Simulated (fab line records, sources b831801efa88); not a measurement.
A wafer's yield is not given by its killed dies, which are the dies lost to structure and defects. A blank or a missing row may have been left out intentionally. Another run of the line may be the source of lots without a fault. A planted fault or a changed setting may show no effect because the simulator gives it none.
fab line records	flow sky130
record lots=14	wafers=42	lastDay=50
route steps=708 shown FIELD_ISO@24 NWELL@58 VT_ADJUST_NCORE@126
lots untouched by any fault: they come from a run of this same line in which no faults occurred
startH: the number of hours between the record's first day and the start of the first shown wafer of the lot	waitH: hours since the lot's step before	" as in the row above	L1.1+2: several wafers, shown together as one row	- either no value or no given start	* or withheld: withheld	< > ~ a bound
route shown NAME@n: a module of which the file shows steps, and the number in the route of the first	usual: mean/standard deviation taken from wafers without a fault	same: alike in all rows	chamber/n: place in a boat	sites: the reading at each site	_std_site: standard deviation of those values	_edge_site: outer sites' mean less inner sites'	radiusMm: how far each site lies from the wafer's centre	mask NAME#n: copy n	behind: the most recent tool/chamber to have shaped the wafer	hold: why the lot was held/for how many hours/how that ended	device: transistor that didn't switch, given as n, p or np	end of line: the same wafers' tests at the end of the route	step lacking rows: just its recipe	killed: count of dies lost to structure and defects at first sort (not the wafer's yield)	map: a wafer's dies, marking killed ones x, the rest . and places with no die _
set.NAME: the run value of the setting; set.NAME@STEP: its run value at that earlier step	model.NAME: the simulator's own value behind a step, which no gauge read
steps of the route over a sample of lots; a table a step, a row a wafer
services: when a tool's chamber went out of use (startH, in hours from the record's first day, below 0 if earlier), for how many hours, and the reason
## steps
# step SKY_FIELD_ISO_THK_MEAS_23
# recipe reads=SiO2_of_FIELD_ISO_OXIDATION_22
# usual FIELD_ISO_OXIDATION_01_THK=10.02/0.24
lot.wafer	tool	chamber	startH	waitH	FIELD_ISO_OXIDATION_01_THK[nm]
L104.1	filmMetro-04	-	32.99	0.0	10.27
L104.2	"	-	"	"	10.15
L104.4	"	-	"	"	10.19
L105.1	filmMetro-03	-	35.86	0.0	10.33
L105.3	"	-	"	"	10.07
L105.5	"	-	"	"	10.20
L106.1	filmMetro-03	-	45.86	0.0	9.80
L106.2	"	-	"	"	10.06
L106.6	"	-	"	"	10.15
L107.1	filmMetro-01	-	45.86	0.0	10.19
L107.3	"	-	"	"	10.07
L107.6	"	-	"	"	10.21
L108.1	filmMetro-03	-	53.62	0.0	9.90
L108.4	"	-	"	"	9.85
L108.5	"	-	"	"	9.86
L109.1	filmMetro-01	-	63.33	0.0	9.67
L109.4	"	-	"	"	9.77
L109.6	"	-	"	"	9.78
L111.1	filmMetro-04	-	70.08	0.0	10.10
L111.4	"	-	"	"	10.03
L111.5	"	-	"	"	9.83
L110.3	filmMetro-03	-	70.10	0.0	9.95
L110.4	"	-	"	"	10.09
L110.5	"	-	"	"	10.09
L113.1	filmMetro-03	-	81.40	0.0	9.90
L113.2	"	-	"	"	9.85
L113.4	"	-	"	"	9.94
L116.1	filmMetro-01	-	98.33	0.0	10.14
L116.3	"	-	"	"	10.25
L116.5	"	-	"	"	10.22
L120.3	filmMetro-03	-	121.85	0.0	9.48
L120.4	"	-	"	"	9.44
L120.5	"	-	"	"	9.35
L122.2	filmMetro-01	-	130.07	0.0	9.87
L122.3	"	-	"	"	10.10
L122.4	"	-	"	"	10.06
L125.2	filmMetro-03	-	145.81	0.0	10.56
L125.3	"	-	"	"	10.42
L125.5	"	-	"	"	10.56
L127.1	filmMetro-04	-	154.24	0.0	10.24
L127.4	"	-	"	"	10.13
L127.5	"	-	"	"	10.18
# step SKY_FIELD_ISO_THK_MEAS_25
# recipe reads=SiO2_of_FIELD_ISO_CVD_24
# usual FIELD_ISO_CVD_24_THK=598/5.5
lot.wafer	tool	chamber	startH	waitH	FIELD_ISO_CVD_24_THK[nm]
L104.1	filmMetro-03	-	33.12	0.0	598
L104.2	"	-	"	"	602
L104.4	"	-	"	"	598
L105.1	filmMetro-01	-	36.03	0.1	602
L105.3	"	-	"	"	603
L105.5	"	-	"	"	605
L106.1	filmMetro-03	-	46.00	0.0	588
L106.2	"	-	"	"	593
L106.6	"	-	"	"	590
L107.1	filmMetro-01	-	46.00	0.0	600
L107.3	"	-	"	"	597
L107.6	"	-	"	"	601
L108.1	filmMetro-03	-	53.75	0.0	593
L108.4	"	-	"	"	602
L108.5	"	-	"	"	592
L109.1	filmMetro-04	-	63.46	0.0	590
L109.4	"	-	"	"	590
L109.6	"	-	"	"	588
L110.3	filmMetro-01	-	70.24	0.1	601
L110.4	"	-	"	"	600
L110.5	"	-	"	"	596
L111.1	filmMetro-04	-	70.29	0.0	598
L111.4	"	-	"	"	598
L111.5	"	-	"	"	600
L113.1	filmMetro-01	-	81.60	0.0	592
L113.2	"	-	"	"	595
L113.4	"	-	"	"	594
L116.1	filmMetro-01	-	98.46	0.0	599
L116.3	"	-	"	"	591
L116.5	"	-	"	"	588
L120.3	filmMetro-01	-	121.98	0.1	604
L120.4	"	-	"	"	595
L120.5	"	-	"	"	595
L122.2	filmMetro-04	-	130.20	0.0	595
L122.3	"	-	"	"	593
L122.4	"	-	"	"	593
L125.2	filmMetro-03	-	145.95	0.0	602
L125.3	"	-	"	"	594
L125.5	"	-	"	"	598
L127.1	filmMetro-04	-	154.37	0.0	596
L127.4	"	-	"	"	594
L127.5	"	-	"	"	597
# step SKY_NWELL_COAT_05
# recipe spinRpm=2000	resistThkNm=3000
# usual resistLineTempC=23.01/0.1
lot.wafer	tool	chamber	startH	waitH	resistLineTempC
L104.1	lithoTrack-02	0	75.67	0.1	22.84
L104.2	"	0	"	"	23.09
L104.4	"	0	"	"	22.86
L105.1	lithoTrack-04	0	83.24	0.1	23.05
L105.3	"	0	"	"	23.12
L105.5	"	0	"	"	22.99
L106.1	lithoTrack-01	0	89.24	0.1	22.92
L106.2	"	0	"	"	23.12
L106.6	"	0	"	"	23.12
L107.1	lithoTrack-01	0	90.89	0.1	23.03
L107.3	"	0	"	"	23.10
L107.6	"	0	"	"	23.02
L108.1	lithoTrack-02	0	105.77	0.1	22.95
L108.4	"	0	"	"	22.96
L108.5	"	0	"	"	22.93
L109.1	lithoTrack-02	0	124.22	0.1	22.97
L109.4	"	0	"	"	22.92
L109.6	"	0	"	"	22.80
L110.3	lithoTrack-01	0	124.38	0.1	23.10
L110.4	"	0	"	"	23.10
L110.5	"	0	"	"	23.12
L111.1	lithoTrack-01	0	124.98	0.1	22.98
L111.4	"	0	"	"	23.01
L111.5	"	0	"	"	22.97
L113.1	lithoTrack-01	0	143.78	0.1	22.86
L113.2	"	0	"	"	22.86
L113.4	"	0	"	"	22.85
L116.1	lithoTrack-04	0	164.09	0.1	23.11
L116.3	"	0	"	"	23.07
L116.5	"	0	"	"	23.15
L120.3	lithoTrack-01	0	178.48	0.1	23.14
L120.4	"	0	"	"	23.04
L120.5	"	0	"	"	23.03
L122.2	lithoTrack-02	0	189.04	0.1	23.05
L122.3	"	0	"	"	23.04
L122.4	"	0	"	"	23.05
L125.2	lithoTrack-02	0	203.04	0.1	23.03
L125.3	"	0	"	"	23.16
L125.5	"	0	"	"	22.97
L127.1	lithoTrack-04	0	212.04	0.1	23.06
L127.4	"	0	"	"	22.95
L127.5	"	0	"	"	22.96
# step SKY_NWELL_STRIP_14
# recipe chemistry=O2/N2	powerW=1400	pressureMtorr=1500	platenTempC=withheld	o2FlowSccm=3000	n2FlowSccm=300	overashFraction=0.5
# usual chamberPressureMTorr=1500.3/2.8	drypumpMotorCurrentA=5.5/0.43	n2FlowSccm=300.1/0.95	o2FlowSccm=2998/8.5	oesProductAu=0.723/0.0046	stripTimeToEndpointS=36.98/0.11
lot.wafer	tool	chamber	startH	waitH	chamberPressureMTorr	drypumpMotorCurrentA	n2FlowSccm	o2FlowSccm	oesProductAu	rfHoursCounterH	stripTimeToEndpointS
L104.1	plasmaAsher-04	0	84.17	0.1	1498.9	5.8	301.3	3025	0.720	38	36.93
L104.2	"	1	"	"	1499.2	5.2	299.4	2995	0.722	38	36.88
L104.4	"	1	"	"	1502.1	5.2	298.4	2993	0.722	-	36.81
L105.1	plasmaAsher-01	0	91.71	0.1	1497.2	5.0	299.1	2996	0.720	43	36.79
L105.3	"	1	"	"	1502.1	5.7	300.2	3001	0.722	-	36.82
L105.5	"	0	"	"	1501.2	4.9	298.4	3003	0.724	-	36.94
L106.1	plasmaAsher-03	0	98.68	0.1	1499.0	5.3	300.7	2984	0.724	39	36.91
L106.2	"	1	"	"	1498.7	6.2	301.1	3012	0.726	39	36.83
L106.6	"	1	"	"	1498.2	6.3	299.2	3004	0.721	-	36.92
L107.1	plasmaAsher-03	1	99.96	0.1	1501.1	6.2	300.5	2982	0.728	39	37.03
L107.3	"	1	"	"	1500.3	6.3	300.8	3000	0.719	-	36.90
L107.6	"	1	"	"	1502.1	6.2	299.1	2984	0.724	-	36.92
L108.1	plasmaAsher-04	1	114.43	0.1	1500.2	5.2	299.8	2997	0.724	42	37.00
L108.4	"	1	"	"	1499.7	5.2	300.7	2987	0.727	-	37.09
L108.5	"	1	"	"	1501.7	5.2	301.1	2997	0.723	-	37.14
L109.1	plasmaAsher-04	0	134.36	0.1	1499.8	5.8	300.5	2993	0.724	44	36.98
L109.4	"	1	"	"	1500.5	5.2	300.6	2992	0.727	-	36.78
L109.6	"	1	"	"	1498.4	5.2	301.5	3003	0.726	-	36.97
L110.3	plasmaAsher-01	1	134.56	0.1	1499.1	5.7	299.5	2997	0.714	-	36.97
L110.4	"	0	"	"	1501.4	4.9	301.6	2992	0.718	-	36.96
L110.5	"	1	"	"	1501.7	5.7	300.4	3008	0.721	-	36.95
L111.1	plasmaAsher-01	0	135.07	0.1	1500.6	4.9	300.0	3005	0.722	2	37.05
L111.4	"	0	"	"	1499.1	5.0	301.0	3007	0.740	-	36.97
L111.5	"	0	"	"	1499.7	4.9	300.0	3016	0.712	-	37.05
L113.1	plasmaAsher-04	1	154.96	0.1	1499.6	5.2	299.6	3008	0.718	46	22.96
L113.2	"	0	"	"	1498.1	5.8	299.4	2989	0.715	46	23.00
L113.4	"	1	"	"	1498.6	5.2	301.1	3001	0.709	-	22.98
L116.1	plasmaAsher-01	0	175.66	0.1	1498.8	4.9	299.8	2996	0.727	6	37.14
L116.3	"	1	"	"	1502.4	5.7	299.8	2993	0.727	-	37.04
L116.5	"	0	"	"	1500.8	4.9	299.8	3008	0.726	-	37.11
L120.3	plasmaAsher-03	0	190.11	0.1	1499.4	5.2	300.1	3000	0.718	-	22.94
L120.4	"	1	"	"	1500.2	6.2	301.9	3004	0.717	-	22.94
L120.5	"	0	"	"	1500.6	5.2	299.4	2999	0.719	-	22.96
L122.2	plasmaAsher-03	0	200.73	0.1	1497.4	5.3	299.3	2994	0.718	49	36.92
L122.3	"	0	"	"	1500.0	5.2	299.7	3001	0.722	-	37.04
L122.4	"	1	"	"	1499.1	6.2	300.3	2996	0.719	-	36.98
L125.2	plasmaAsher-01	1	214.51	0.1	1498.9	5.7	298.9	3000	0.717	10	36.77
L125.3	"	0	"	"	1500.7	5.0	301.9	3000	0.719	-	36.71
L125.5	"	0	"	"	1499.4	5.0	299.2	3013	0.720	-	36.76
L127.1	plasmaAsher-01	0	223.52	0.1	1499.2	4.9	299.5	2996	0.720	11	37.02
L127.4	"	0	"	"	1499.9	5.0	301.3	2993	0.726	-	36.99
L127.5	"	1	"	"	1497.8	5.7	300.9	2998	0.723	-	37.01
# step SKY_VT_ADJUST_NCORE_CD_MEAS_07
# recipe targetCdNm=380
# usual cdNm=380/3
lot.wafer	tool	chamber	startH	waitH	cdNm
L104.1	cdSem-01	-	175.73	0.2	378
L104.2	"	-	"	"	377
L104.4	"	-	"	"	378
L105.1	cdSem-01	-	187.90	0.2	382
L105.3	"	-	"	"	382
L105.5	"	-	"	"	383
L106.1	cdSem-01	-	194.14	0.1	380
L106.2	"	-	"	"	381
L106.6	"	-	"	"	379
L107.1	cdSem-01	-	199.06	0.4	383
L107.3	"	-	"	"	381
L107.6	"	-	"	"	383
L108.1	cdSem-01	-	213.41	0.1	376
L108.4	"	-	"	"	374
L108.5	"	-	"	"	377
L109.1	cdSem-02	-	239.59	0.1	378
L109.4	"	-	"	"	377
L109.6	"	-	"	"	377
L110.3	cdSem-01	-	239.87	0.1	383
L110.4	"	-	"	"	382
L110.5	"	-	"	"	382
L111.1	cdSem-01	-	242.69	0.1	379
L111.4	"	-	"	"	379
L111.5	"	-	"	"	378
L113.1	cdSem-01	-	267.41	0.1	377
L113.2	"	-	"	"	377
L113.4	"	-	"	"	380
L116.1	cdSem-01	-	291.81	0.1	376
L116.3	"	-	"	"	379
L116.5	"	-	"	"	376
L120.3	cdSem-01	-	308.38	0.1	376
L120.4	"	-	"	"	373
L120.5	"	-	"	"	375
L122.2	cdSem-01	-	321.20	0.1	380
L122.3	"	-	"	"	378
L122.4	"	-	"	"	380
L125.2	cdSem-01	-	338.43	0.1	378
L125.3	"	-	"	"	380
L125.5	"	-	"	"	381
L127.1	cdSem-01	-	350.01	0.1	380
L127.4	"	-	"	"	381
L127.5	"	-	"	"	379
## services
tool	chamber	startH	hours	kind
plasmaAsher-03	-	77.61	0.5	repair
plasmaAsher-01	-	108.75	9.0	pm
plasmaAsher-01	0	108.75	9.0	ventCycle
plasmaAsher-01	1	108.75	9.0	ventCycle
plasmaAsher-01	0	117.75	-	clean
plasmaAsher-01	1	117.75	-	clean
lithoTrack-04	-	201.27	-	consumableReplace:filter
plasmaAsher-04	-	207.68	24.5	repair
## key
firstSign step=SKY_NWELL_STRIP_14	reading=stripTimeToEndpointS	direction=down	sigmas=99+	usual=*	struck=*
effect none on later readings
metAt SKY_NWELL_COAT_05
struckLots L113,L120
sortLeftOut L113.1,L113.2,L113.4
testerLeftOut L113,L120
notActingAt SKY_FIELD_ISO_THK_MEAS_23,SKY_FIELD_ISO_THK_MEAS_25,SKY_VT_ADJUST_NCORE_CD_MEAS_07
onsetBetween 124.98 143.78
fault kind=processParameterDrift	tool=lithoTrack-01	chamber=-	onsetH=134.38	steps=SKY_NWELL_COAT_05	channel=resistThkNm	offset=-1211	shape=step	endH=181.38	actsIn=theseRecipesOnly	stated=3000
# testerLeftOut: of these lots the tester's yield and bins aren't shown, on N5 and GAA mostly nor the transistor test; their killed dies are dies lost to structure and defects alone, not to doping, threshold or leakage, so they don't give the yield
# sortLeftOut: the simulated sort isn't trusted on such a fault, so these wafers' sort isn't shown, and their yield isn't known
